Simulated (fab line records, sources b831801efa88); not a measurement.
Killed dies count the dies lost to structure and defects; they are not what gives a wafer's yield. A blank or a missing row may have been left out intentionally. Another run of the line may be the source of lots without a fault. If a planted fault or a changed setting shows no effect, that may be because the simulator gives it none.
Matching of chambers + flow gf180mcu + GF_V1_CVD_02 on pecvd-04: 3 sister chambers
The step deposits SiO2 from TEOS, target thk 850 nm, time 94.851 s. 6 wafers are shown with their chamber, then 12 later ones without.

## WAFERS, EACH WITH ITS CHAMBER
| wafer  | chamber | heater-power-w (W) |
|--------|---------|--------------------|
| L086.6 | 1       | 557                |
| L087.1 | 0       | 661                |
| L087.4 | 2       | 656                |
| L092.1 | 2       | 789                |
| L092.2 | 0       | 708                |
| L092.4 | 1       | 555                |

## WAFERS WITHOUT THEIR CHAMBER
| wafer  | heater-power-w (W) |
|--------|--------------------|
| L094.3 | 701                |
| L094.4 | 758                |
| L094.6 | 783                |
| L096.1 | 687                |
| L096.2 | 835                |
| L096.3 | 738                |
| L096.4 | 568                |
| L096.5 | 775                |
| L096.6 | 655                |
| L097.3 | 824                |
| L097.4 | 611                |
| L097.5 | 756                |

## EACH ONE'S CHAMBER
| wafer  | from the rows above          | in truth |
|--------|------------------------------|----------|
| L094.3 | can't be placed: 0 or 2      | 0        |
| L094.4 | can't be placed: 2 or 0      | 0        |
| L094.6 | can't be placed: 2 or 0      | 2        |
| L096.1 | can't be placed: 0 or 2      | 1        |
| L096.2 | can't be placed: 2 or 0      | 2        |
| L096.3 | can't be placed: 2 or 0      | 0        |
| L096.4 | can't be placed: 1 or 0      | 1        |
| L096.5 | can't be placed: 2 or 0      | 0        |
| L096.6 | can't be placed: 0 or 2 or 1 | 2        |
| L097.3 | can't be placed: 2 or 0      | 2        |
| L097.4 | can't be placed: 1 or 0 or 2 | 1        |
| L097.5 | can't be placed: 2 or 0      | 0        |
Placed correctly: 0 of 12. Not placeable from these rows: 12 (in 11, the candidates include the true chamber). Wrongly placed: 0.
How it was worked out, from the rows above alone: a wafer's distance from a chamber is the root of the sum, over the readings, of the square of ((its reading less the chamber's mean) divided by the reading's scatter). The wafer belongs to the nearest chamber; if the next one is less than 2 further off, it can't be placed. A chamber's mean is the mean of its shown wafers. The scatter is the square root of a quotient: the sum, over the shown wafers, of each reading's squared deviation from its chamber's mean, divided by wafers minus chambers.
